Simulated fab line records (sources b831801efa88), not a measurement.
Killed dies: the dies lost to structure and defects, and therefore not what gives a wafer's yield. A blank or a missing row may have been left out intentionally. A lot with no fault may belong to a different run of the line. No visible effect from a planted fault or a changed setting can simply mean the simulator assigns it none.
8D (eight disciplines) problem report, filled in by code :: flow gf180mcu :: the parts of the form that need people (team, actions taken, sign-off) are left out

## 1. WHAT WENT WRONG
rf_fwd_power_W at GF_V2_CVD_02 reads a mean of 499.8 W on 2 wafers of 2 lots; wafers without a fault read 596.1 W with a standard deviation of 2.1. Relative to the usual mean, that is a shift of -46 standard deviations.
The step: deposits SiO2 from TEOS, target thk 850 nm, time 94.851 s.
First seen on wafer L340.6, day 21 16:14, on pecvd-02. The record holds 33 wafers of 11 lots with a number at this step. The rule behind "out" and "out of limits": a value lying over 4 standard deviations away from the usual mean. The other wafers with a number count as sound.

## 2. WHAT IT IS; WHAT IT IS NOT
question: which readings at this step
is: rf_fwd_power_W
is not: heater_power_w

question: which lots
is: L340, L343
is not: L335, L337, L339, L344, L351, L352, L354, L355, L356

question: which wafers of those lots
is: L340.6, L343.6
is not: L340.4, L340.5, L343.3, L343.4

question: read on which tools
is: pecvd-02
is not: pecvd-01, pecvd-03

question: when
is: from day 21 16:14
is not: up to then (11 sound wafers); but 20 sound wafers of L343, L344, L351, L352, L354, L355, L356 came after

## 3. THE SUSPECTS, EACH WITH WHAT RULES IT OUT
Counting: a tool at a process step up to the reading stays a suspect if it ran every lot that is out. Sound lots after the first of them don't rule it out here, since some wafers of a struck lot are sound.
- pecvd-02 at GF_V2_CVD_02 (deposits SiO2 from TEOS, target thk 850 nm, time 94.851 s): kept. Every lot that is out went through it, the first being L340 (day 21 16:14); the last sound lot it ran before that was L339 (day 21 04:58). On those wafers its own readings are out: rf_fwd_power_W.
- pecvd-02, GF_V2_CVD_02: wafers that are out in chamber 2, sound lot-mates in chambers 0, 1.
The count leaves pecvd-02 at GF_V2_CVD_02.

## 4. THE CAUSE (what the simulator had put in)
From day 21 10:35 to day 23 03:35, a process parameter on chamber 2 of pecvd-02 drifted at GF_V2_CVD_02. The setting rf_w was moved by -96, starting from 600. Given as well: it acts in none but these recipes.
The count eliminated every tool but this one.

## 5. THE EFFECT CHAIN, in route order
Each row: a reading where the mean over the struck wafers with a number is more than 3 standard deviations away from the usual. Only readings for which the record gives a usual standard deviation are gone through. hours: the time from each lot's start at the first step in this table that gives one to its start at this step, as a median over the lots. sigmas: the change in usual standard deviations.
hours: 0
step: GF_V2_CVD_02
reading: rf_fwd_power_W
usual: 596.1 W
on struck wafers: 499.8
change: -96.4
sigmas: -46

hours: 0
step: GF_V2_THK_MEAS_03
reading: V2_CVD_02_THK
usual: 853 nm
on struck wafers: 822
change: -30
sigmas: -3.1

hours: 4
step: GF_V2_CMP_04
reading: time_to_endpoint_s
usual: 82 s
on struck wafers: 66
change: -16
sigmas: -3.3
Process steps it contains:
- GF_V2_CVD_02: deposits SiO2 from TEOS, target thk 850 nm, time 94.851 s.
- GF_V2_CMP_04: polishes SiO2.

## 6. WHAT WOULD HAVE CAUGHT IT SOONER
First out-of-limits reading in this record: day 21 16:14, which is 6 hours after fault onset at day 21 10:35.
